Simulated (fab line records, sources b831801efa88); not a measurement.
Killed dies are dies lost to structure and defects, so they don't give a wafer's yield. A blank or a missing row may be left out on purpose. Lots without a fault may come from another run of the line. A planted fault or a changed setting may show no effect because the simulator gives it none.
Which tool did it? | flow gf180mcu | 14 lots, 42 wafers sampled, at 4 steps of a route of 602

WHAT THE GAUGES READ, wafer by wafer
GF_VT_IMPLANT_RS_MEAS_49: measures by four-point-probe.
lot  | measured     | on            | MVPSD_RS (ohm/sq)
L168 | day 7 12:47  | film_metro-01 | 1167 1168 1170
L169 | day 7 19:23  | film_metro-04 | 1172 1174 1171
L170 | day 8 03:36  | film_metro-01 | 1164 1168 1170
L178 | day 10 05:59 | film_metro-01 | 1168 1166 1165
L181 | day 11 02:42 | film_metro-01 | 1165 1167 1164
L182 | day 11 12:16 | film_metro-02 | 1170 1170 1175
L183 | day 11 18:36 | film_metro-01 | 1171 1176 1172
L184 | day 12 04:05 | film_metro-01 | 1176 1174 1174
L186 | day 12 11:20 | film_metro-02 | 1174 1172 1169
L187 | day 12 19:29 | film_metro-01 | 1172 1173 1170
L189 | day 13 12:58 | film_metro-01 | 1164 1167 1164
L190 | day 13 17:14 | film_metro-02 | 1167 1166 1168

WHICH TOOL RAN EACH LOT (tool, then ch and the chambers of the sampled wafers, then the start)
lot  | GF_STI_WET_ETCH_17             | GF_STI_CMP_25                | GF_MVPSD_STRIP_10
L168 | wet_bench-04 ch 2, day 2 01:47 | cmp-01 ch 0,1,2, day 2 03:30 | plasma_asher-03 ch 0,1, day 4 23:46
L169 | wet_bench-02 ch 2, day 2 06:23 | cmp-02 ch 0,3, day 2 08:04   | plasma_asher-02 ch 0,1, day 5 05:14
L170 | wet_bench-03 ch 3, day 2 11:58 | cmp-02 ch 1,2,3, day 2 14:09 | plasma_asher-03 ch 0,1, day 5 13:47
L174 | wet_bench-03 ch 1, day 3 09:19 | cmp-01 ch 0,1,2, day 3 11:22 | -
L175 | wet_bench-03 ch 3, day 3 13:59 | cmp-01 ch 0,2,3, day 3 15:44 | -
L178 | wet_bench-03 ch 0, day 4 04:47 | cmp-01 ch 0,1,2, day 4 06:55 | plasma_asher-04 ch 0,1, day 7 12:07
L181 | wet_bench-04 ch 1, day 4 20:52 | cmp-02 ch 0,1,2, day 4 22:44 | plasma_asher-03 ch 0,1, day 8 05:38
L182 | wet_bench-04 ch 2, day 5 03:37 | cmp-02 ch 1,2,3, day 5 05:24 | plasma_asher-03 ch 0,1, day 8 13:48
L183 | wet_bench-02 ch 0, day 5 07:40 | cmp-01 ch 2,3, day 5 09:23   | plasma_asher-02 ch 0,1, day 8 18:07
L184 | wet_bench-02 ch 2, day 5 12:13 | cmp-02 ch 0,3, day 5 13:55   | plasma_asher-03 ch 0,1, day 9 01:55
L186 | wet_bench-03 ch 0, day 5 22:21 | cmp-02 ch 1,2, day 6 00:02   | plasma_asher-02 ch 0,1, day 9 09:59
L187 | wet_bench-03 ch 3, day 6 04:14 | cmp-01 ch 0,1, day 6 05:57   | plasma_asher-04 ch 0,1, day 9 16:43
L189 | wet_bench-02 ch 0, day 6 14:20 | cmp-01 ch 0,1, day 6 15:59   | plasma_asher-02 ch 0,1, day 10 08:47
L190 | wet_bench-02 ch 0, day 6 20:11 | cmp-01 ch 0,2,3, day 6 21:51 | plasma_asher-02 ch 0,1, day 10 12:16
- GF_STI_WET_ETCH_17: etches Si3N4 in H3PO4, target depth 45 nm, time 514 s.
- GF_STI_CMP_25: polishes, stops on Si3N4, t overpolish 33 s, target thk 524.6 nm.
- GF_MVPSD_STRIP_10: strips in O2/N2.

WHAT THE TOOLS THEMSELVES READ (means of the sampled wafers that have a number; where no wafer has one, the mark that the record gives instead)
GF_STI_WET_ETCH_17.
lot  | tool         | bath_guard_temp_C (C) | bath_heat_duty_pct (%)
L168 | wet_bench-04 | 159.57                | 34.5
L169 | wet_bench-02 | 159.91                | 23.6
L170 | wet_bench-03 | 159.49                | 24.5
L174 | wet_bench-03 | -                     | -
L175 | wet_bench-03 | -                     | -
L178 | wet_bench-03 | 160.00                | 27.6
L181 | wet_bench-04 | 159.83                | 27.2
L182 | wet_bench-04 | 160.00                | 32.2
L183 | wet_bench-02 | 159.65                | 25.2
L184 | wet_bench-02 | 159.95                | 23.0
L186 | wet_bench-03 | 159.84                | 27.2
L187 | wet_bench-03 | 159.66                | 23.3
L189 | wet_bench-02 | 159.38                | 26.1
L190 | wet_bench-02 | 159.85                | 25.4

GF_STI_CMP_25.
lot  | tool   | motor_current_A (A)
L168 | cmp-01 | 10.8
L169 | cmp-02 | 11.6
L170 | cmp-02 | 12.2
L174 | cmp-01 | 10.8
L175 | cmp-01 | 11.1
L178 | cmp-01 | 10.8
L181 | cmp-02 | 12.6
L182 | cmp-02 | 12.4
L183 | cmp-01 | 11.2
L184 | cmp-02 | 12.0
L186 | cmp-02 | 12.5
L187 | cmp-01 | 10.7
L189 | cmp-01 | 10.7
L190 | cmp-01 | 10.7

GF_MVPSD_STRIP_10.
lot  | tool            | drypump_motor_current_A (A) | heater_power_w (W) | oes_product_au (a.u.) | strip_time_to_endpoint_s (s)
L168 | plasma_asher-03 | 5.72                        | 360                | 0.720                 | 37.10
L169 | plasma_asher-02 | 5.61                        | 313                | 0.719                 | 36.91
L170 | plasma_asher-03 | 5.87                        | 366                | 0.723                 | 37.00
L178 | plasma_asher-04 | 5.38                        | 285                | 0.722                 | 36.94
L181 | plasma_asher-03 | 5.75                        | 358                | 0.724                 | 37.13
L182 | plasma_asher-03 | 5.86                        | 374                | 0.724                 | 36.95
L183 | plasma_asher-02 | 5.53                        | 305                | 0.713                 | 36.98
L184 | plasma_asher-03 | 5.74                        | 365                | 0.721                 | 36.78
L186 | plasma_asher-02 | 5.52                        | 300                | 0.724                 | 37.03
L187 | plasma_asher-04 | 5.40                        | 280                | 0.718                 | 37.04
L189 | plasma_asher-02 | 5.60                        | 314                | 0.721                 | 36.73
L190 | plasma_asher-02 | 5.53                        | 308                | 0.722                 | 37.01

THE ANSWER, worked out from the rows above alone
Rule: what is usual is taken from the lots themselves. Put in order of their means at a reading, lots are off if they are a third of the lots or fewer, leave a main group of 4 or more, and stand apart from it by a gap of 3 or more times the standard deviation of the main group's means; of several such gaps the widest counts. A main group whose means are all the same, to the digits that the tables above print for the reading, isn't used. A lot without any number at a reading at which 4 lots or more have one is off too. The other lots that the step has rows for count as sound. The gauges are gone through in route order, then the tools' own readings, and for those a lot's mean is taken as printed above. The first step at which some lot is off is used, and at that step the reading that is off furthest; a lot without a number counts as furthest.
Off: L174, L175, at GF_STI_WET_ETCH_17 (bath_guard_temp_C). Without a number there: L174, L175. The main group: mean 159.76 C, standard deviation 0.2.
A tool fits if, at that step or a process step before it, it ran every lot that is off, and no sound lot after the first of them. None of those tried fits.

WHAT THE SIMULATOR HAD PUT IN
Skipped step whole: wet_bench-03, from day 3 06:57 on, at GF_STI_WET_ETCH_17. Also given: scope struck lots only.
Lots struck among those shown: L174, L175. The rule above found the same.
